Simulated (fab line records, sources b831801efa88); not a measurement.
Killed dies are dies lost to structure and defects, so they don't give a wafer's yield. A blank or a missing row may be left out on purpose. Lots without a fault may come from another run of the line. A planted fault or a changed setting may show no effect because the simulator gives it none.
A struck lot beside a sound one | flow sky130 | 14 steps out of a route of 708
Sound: wafers L212.2, L212.3, L212.4. Struck: wafers L224.1, L224.3, L224.4. The cause comes at the end.
At each step with rows: each side's tool, then ch and its chambers, then its first start. Under that, the readings that differ: sound wafers | struck wafers | difference of the means | sigmas: that difference in standard deviations of wafers without a fault.
alike: readings whose means differ by less than 2 such deviations, and words and numbers that are the same on both sides. not compared: withheld readings, readings that some wafer has no value for, bounds like >300 that may hide the same value, and numbers for which the record gives no deviation and whose values overlap.
The two part at a step that has a row with sigmas, a row that says differs or no value, or rows on one side only. Numbers that don't overlap but have no deviation are shown without sigmas and don't part them. A reading that every wafer of one side lacks parts them only if that side has two wafers or more.

SKY_CONTACT_OVL_MEAS_15:
  sound on overlay-01, day 32 03:34; struck on overlay-01, day 36 22:58
  alike: CONTACT_OVL
SKY_CONTACT_ETCH_16: etches BARC in N2/H2, stops on SiO2, time 45.9 s, target depth 60 nm.
  sound on rie_diel-01 ch 0,2,3, day 32 03:35; struck on rie_diel-01 ch 0,1,2, day 36 23:00
  alike: drypump_motor_current_A, oes_product_au, throttle_valve_pct
  not compared: rf_hours_counter_h
SKY_CONTACT_ETCH_17: etches SiO2 in C4F8/O2/Ar, stops on Si3N4, target depth 340 nm.
  sound on rie_diel-01 ch 0,2,3, day 32 03:38; struck on rie_diel-01 ch 0,1,2, day 36 23:02
  alike: oes_product_au
SKY_CONTACT_ETCH_18: etches Si3N4 in CHF3/O2, stops on TiN, time 39 s, target depth 75 nm.
  sound on rie_diel-01 ch 0,2,3; struck on rie_diel-01 ch 0,1,2
  alike: drypump_motor_current_A, oes_product_au, throttle_valve_pct
  not compared: rf_hours_counter_h
SKY_CONTACT_STRIP_19: strips in O2/N2.
  sound on plasma_asher-02 ch 0,1, day 32 03:44; struck on plasma_asher-01 ch 0,1, day 36 23:08
  alike: drypump_motor_current_A, oes_product_au, strip_time_to_endpoint_s
  not compared: rf_hours_counter_h
then, 4 steps without rows for these wafers: SKY_CONTACT_STRIP_20 (strips in post etch residue remover, time 1200 s); SKY_CONTACT_CLEAN_21 (cleans in IPA, time 180 s); SKY_CONTACT_CLEAN_22 (cleans in O3/DIW); SKY_CONTACT_SPUTTER_23 (material TiN, target thk 20 nm, time 80 s).
SKY_CONTACT_CVD_24: deposits W, target thk 340 nm, time 102.12 s.
  sound on cvd_w-01 ch 0,1, day 32 04:23; struck on cvd_w-02 ch 0, day 36 23:47
  reading                  | sound       | struck      | difference | sigmas
  heater_power_outer_w (W) | 491 502 523 | 578 579 595 | +79        | +2
  heater_power_w (W)       | 833 834 856 | 904 932 931 | +81        | +2
  alike: chamber_pressure_Torr
SKY_CONTACT_RS_MEAS_25: measures by four-point-probe.
  sound on film_metro-03, day 32 04:31; struck on film_metro-01, day 37 00:00
  alike: CONTACT_W_RS
SKY_CONTACT_THK_MEAS_26: measures by xrf.
  sound on film_metro-03, day 32 04:38; struck on film_metro-01, day 37 00:07
  alike: CONTACT_W_THK
SKY_CONTACT_CMP_27: polishes, stops on SiO2, t overpolish 15.41 s, target thk 0 nm.
  sound on cmp-02 ch 0,1,3, day 32 04:41; struck on cmp-02 ch 0,1,3, day 37 00:11
  no value came back on the struck wafers for any of 5 readings (edge_zone_pressure_frac, head_pressure_psi (psi) and others); on the sound wafers edge_zone_pressure_frac reads 1.002 0.991 0.994
  reading                               | sound | struck          | difference | sigmas
  model.W_of_CONTACT_CVD_24.thk_nm (nm) | 0 0 0 | 339 339.3 334.4 | +338       |
  not compared: model.SiO2_of_CONTACT_HDPCVD_02.thk_nm
-- the record jumps here: 13 days lie between the struck wafers' starts before and after (it left off in module CONTACT and takes up again in module PAD_OPEN, whose first step shown is number 708 of the route) --
SKY_PAD_OPEN_PROBE_99:
  sound on prober-01, day 46 06:04; struck on prober-02, day 49 18:25
  reading            | sound    | struck      | difference | sigmas
  killed_at_contacts | 25 31 16 | 446 438 423 | +412       | +81
  killed_dies        | 93 89 85 | 492 492 492 | +403       | +48
  killed_on_rim      | 27 15 20 | 96 96 96    | +75        | +21
  alike: killed_at_M0_to_M3, killed_at_M4_up, killed_at_front_end, killed_at_other, killed_open, killed_short

WHERE THEY PART
First at SKY_CONTACT_CVD_24; last, within this record, at SKY_PAD_OPEN_PROBE_99.

WHY: what the simulator had put in
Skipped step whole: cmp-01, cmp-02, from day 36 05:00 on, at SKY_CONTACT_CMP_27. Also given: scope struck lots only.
